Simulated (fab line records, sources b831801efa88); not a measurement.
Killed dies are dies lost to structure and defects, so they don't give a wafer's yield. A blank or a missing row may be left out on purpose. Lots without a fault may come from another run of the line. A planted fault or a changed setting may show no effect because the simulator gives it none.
Which tool did it? | flow sky130 | 10 lots, 30 wafers sampled, at 5 steps of a route of 708

WHAT THE GAUGES READ, wafer by wafer
SKY_CAPM_THK_MEAS_01. Usual: CAPM_CVD_00_THK 15.54 nm, standard deviation 0.22.
lot  | measured     | on            | CAPM_CVD_00_THK (nm) | flag
L249 | day 37 06:05 | film_metro-04 | 15.34 15.41 15.59    |
L250 | day 37 07:43 | film_metro-02 | 15.34 14.91 15.83    |
L251 | day 37 11:44 | film_metro-04 | 15.56 15.80 15.53    |
L252 | day 37 20:56 | film_metro-01 | 15.38 15.34 15.67    |
L254 | day 38 20:39 | film_metro-04 | 15.55 15.41 15.63    |
L255 | day 39 06:52 | film_metro-02 | 15.81 15.77 15.83    |
L257 | day 39 16:42 | film_metro-02 | 15.36 15.52 15.98    |
L256 | day 39 23:44 | film_metro-01 | 15.30 15.45 15.78    |
L264 | day 41 14:28 | film_metro-01 | 15.34 15.65 15.87    |
L267 | day 42 05:59 | film_metro-01 | 15.43 15.39 15.70    |

SKY_VIA3_CD_MEAS_12: target cd 200 nm. Usual: cd_nm 199.5 nm, standard deviation 1.3.
lot  | measured     | on        | cd_nm (nm)        | flag
L249 | day 40 08:44 | cd_sem-02 | 198.5 199.7 199.2 |
L250 | day 40 09:24 | cd_sem-02 | 196.8 198.1 197.7 |
L251 | day 40 14:29 | cd_sem-02 | 199.8 200.6 199.7 |
L252 | day 41 01:19 | cd_sem-02 | 200.1 198.8 200.1 |
L254 | day 41 22:02 | cd_sem-01 | 199.4 200.3 200.6 |
L255 | day 42 08:59 | cd_sem-01 | 197.5 197.2 198.2 |
L257 | day 42 16:56 | cd_sem-01 | 200.5 200.6 201.8 |
L256 | day 42 22:14 | cd_sem-01 | 196.4 198.9 197.7 |
L264 | day 44 16:42 | cd_sem-02 | 198.3 197.7       |
L267 | day 45 03:16 | cd_sem-02 | 199.1 199.4 199.8 |

WHICH TOOL RAN EACH LOT (tool, then ch and the chambers of the sampled wafers, then the start)
lot  | SKY_VIA2_ETCH_14                   | SKY_METAL3_SPUTTER_02        | SKY_METAL3_METAL_ETCH_18
L249 | rie_diel-02 ch 0,2, day 37 04:30   | pvd_sputter-02, day 37 05:56 | rie_metal-01 ch 0, day 39 07:07
L250 | rie_diel-02 ch 1,2, day 37 06:10   | pvd_sputter-03, day 37 07:34 | rie_metal-01 ch 0,1, day 39 08:37
L251 | rie_diel-03 ch 1,2,3, day 37 10:06 | pvd_sputter-02, day 37 11:34 | rie_metal-03 ch 0,1, day 39 12:53
L252 | rie_diel-02 ch 1,2, day 37 19:24   | pvd_sputter-01, day 37 20:49 | rie_metal-01 ch 0,1, day 39 23:58
L254 | rie_diel-03 ch 0,1,3, day 38 18:43 | pvd_sputter-03, day 38 20:32 | rie_metal-01 ch 0,1, day 40 20:49
L255 | rie_diel-03 ch 1,2, day 39 04:57   | pvd_sputter-02, day 39 06:43 | rie_metal-04 ch 0,1, day 41 07:49
L257 | rie_diel-02 ch 0,1, day 39 15:10   | pvd_sputter-02, day 39 16:34 | rie_metal-03 ch 0,1, day 41 16:07
L256 | rie_diel-03 ch 0,1,3, day 39 22:10 | pvd_sputter-02, day 39 23:36 | rie_metal-03 ch 0,1, day 41 23:16
L264 | rie_diel-02 ch 0,1, day 41 12:46   | pvd_sputter-02, day 41 14:20 | rie_metal-01 ch 0,1, day 43 16:25
L267 | rie_diel-03 ch 0,1,3, day 42 04:25 | pvd_sputter-01, day 42 05:51 | rie_metal-04 ch 0,1, day 44 02:25
- SKY_VIA2_ETCH_14: etches BARC in N2/H2, stops on SiO2, time 45.9 s, target depth 60 nm.
- SKY_METAL3_SPUTTER_02: material AlCu, target thk 735 nm, time 39.1 s.
- SKY_METAL3_METAL_ETCH_18: etches the open film in Cl2/BCl3, stops on SiO2, target depth 845 nm, time 183.1 s.

WHAT THE TOOLS THEMSELVES READ (means of the sampled wafers that have a number; where no wafer has one, the mark that the record gives instead)
SKY_VIA2_ETCH_14. Usual: bias_w 100.00 W, standard deviation 0.27; drypump_motor_current_A 5.7 A, standard deviation 0.4; oes_product_au 0.855 a.u., standard deviation 0.0044; rf_fwd_power_W 495.2 W, standard deviation 1.7; throttle_valve_pct 13.225 %, standard deviation 0.01.
lot  | tool        | bias_w (W) | drypump_motor_current_A (A) | oes_product_au (a.u.) | rf_fwd_power_W (W) | throttle_valve_pct (%) | flag
L249 | rie_diel-02 | 99.85      | 5.9                         | 0.856                 | 496.4              | 13.221                 |
L250 | rie_diel-02 | 99.96      | 6.1                         | 0.857                 | 495.0              | 13.223                 |
L251 | rie_diel-03 | 100.08     | 5.3                         | 0.848                 | 494.0              | 13.226                 |
L252 | rie_diel-02 | 99.84      | 6.2                         | 0.855                 | 495.7              | 13.217                 |
L254 | rie_diel-03 | 99.96      | 5.5                         | 0.855                 | 495.9              | 13.225                 |
L255 | rie_diel-03 | 99.86      | 5.3                         | 0.857                 | 494.0              | 13.219                 |
L257 | rie_diel-02 | 99.99      | 6.0                         | 0.858                 | 495.1              | 13.231                 |
L256 | rie_diel-03 | 99.83      | 5.5                         | 0.859                 | 495.0              | 13.211                 |
L264 | rie_diel-02 | 99.90      | 6.1                         | 0.855                 | 497.2              | 13.228                 |
L267 | rie_diel-03 | 100.49     | 5.5                         | 0.858                 | 496.1              | 13.232                 |

SKY_METAL3_SPUTTER_02. Usual: throttle_valve_pct 29.3 %, standard deviation 1.2.
lot  | tool           | throttle_valve_pct (%) | flag
L249 | pvd_sputter-02 | 28.3                   |
L250 | pvd_sputter-03 | 29.2                   |
L251 | pvd_sputter-02 | 28.6                   |
L252 | pvd_sputter-01 | 28.6                   |
L254 | pvd_sputter-03 | 29.9                   |
L255 | pvd_sputter-02 | 29.4                   |
L257 | pvd_sputter-02 | 30.5                   |
L256 | pvd_sputter-02 | 29.3                   |
L264 | pvd_sputter-02 | 30.4                   |
L267 | pvd_sputter-01 | 29.2                   |

SKY_METAL3_METAL_ETCH_18. Usual: bcl3_flow_sccm 30.00 sccm, standard deviation 0.093; bias_w 48.50 W, standard deviation 0.14; drypump_motor_current_A 6.0 A, standard deviation 0.43; oes_product_au 0.868 a.u., standard deviation 0.0072; rf_fwd_power_W 896.7 W, standard deviation 2.9; throttle_valve_pct 22.264 %, standard deviation 0.0086.
lot  | tool         | bcl3_flow_sccm (sccm) | bias_w (W) | drypump_motor_current_A (A) | oes_product_au (a.u.) | rf_fwd_power_W (W) | throttle_valve_pct (%) | flag
L249 | rie_metal-01 | 29.99                 | 48.66      | 5.7                         | 0.871                 | 896.4              | 22.268                 |
L250 | rie_metal-01 | 30.04                 | 48.55      | 5.9                         | 0.860                 | 893.1              | 22.266                 |
L251 | rie_metal-03 | 29.98                 | 48.56      | 6.3                         | 0.860                 | 895.4              | 22.259                 |
L252 | rie_metal-01 | 30.11                 | 48.52      | 6.0                         | 0.871                 | 893.9              | 22.255                 |
L254 | rie_metal-01 | 29.95                 | 48.56      | 6.0                         | 0.865                 | 895.8              | 22.259                 |
L255 | rie_metal-04 | 29.93                 | 48.62      | 6.0                         | 0.861                 | 898.3              | 22.270                 |
L257 | rie_metal-03 | 29.85                 | 48.40      | 6.3                         | 0.872                 | 897.2              | 22.259                 |
L256 | rie_metal-03 | 30.02                 | 48.69      | 6.4                         | 0.861                 | 895.5              | 22.267                 |
L264 | rie_metal-01 | 30.07                 | 48.73      | 6.0                         | 0.915                 | 895.8              | 22.262                 | OFF
L267 | rie_metal-04 | 29.94                 | 48.44      | 5.6                         | 0.872                 | 898.6              | 22.270                 |

THE ANSWER, worked out from the rows above alone
Rule: a lot is off if the mean of its wafers that have a number lies more than 3 standard deviations from the usual mean. A lot without any number at a reading at which 4 lots or more have one is off too. The other lots that the step has rows for count as sound. The gauges are gone through in route order, then the tools' own readings, and for those a lot's mean is taken as printed above. The first step at which some lot is off is used, and at that step the reading that is off furthest; a lot without a number counts as furthest.
Off: L264, at SKY_METAL3_METAL_ETCH_18 (oes_product_au).
A tool fits if, at that step or a process step before it, it ran every lot that is off, and no sound lot after the first of them. Can't be told from this: 3 tools fit, rie_diel-02 at SKY_VIA2_ETCH_14, pvd_sputter-02 at SKY_METAL3_SPUTTER_02, rie_metal-01 at SKY_METAL3_METAL_ETCH_18.

WHAT THE SIMULATOR HAD PUT IN
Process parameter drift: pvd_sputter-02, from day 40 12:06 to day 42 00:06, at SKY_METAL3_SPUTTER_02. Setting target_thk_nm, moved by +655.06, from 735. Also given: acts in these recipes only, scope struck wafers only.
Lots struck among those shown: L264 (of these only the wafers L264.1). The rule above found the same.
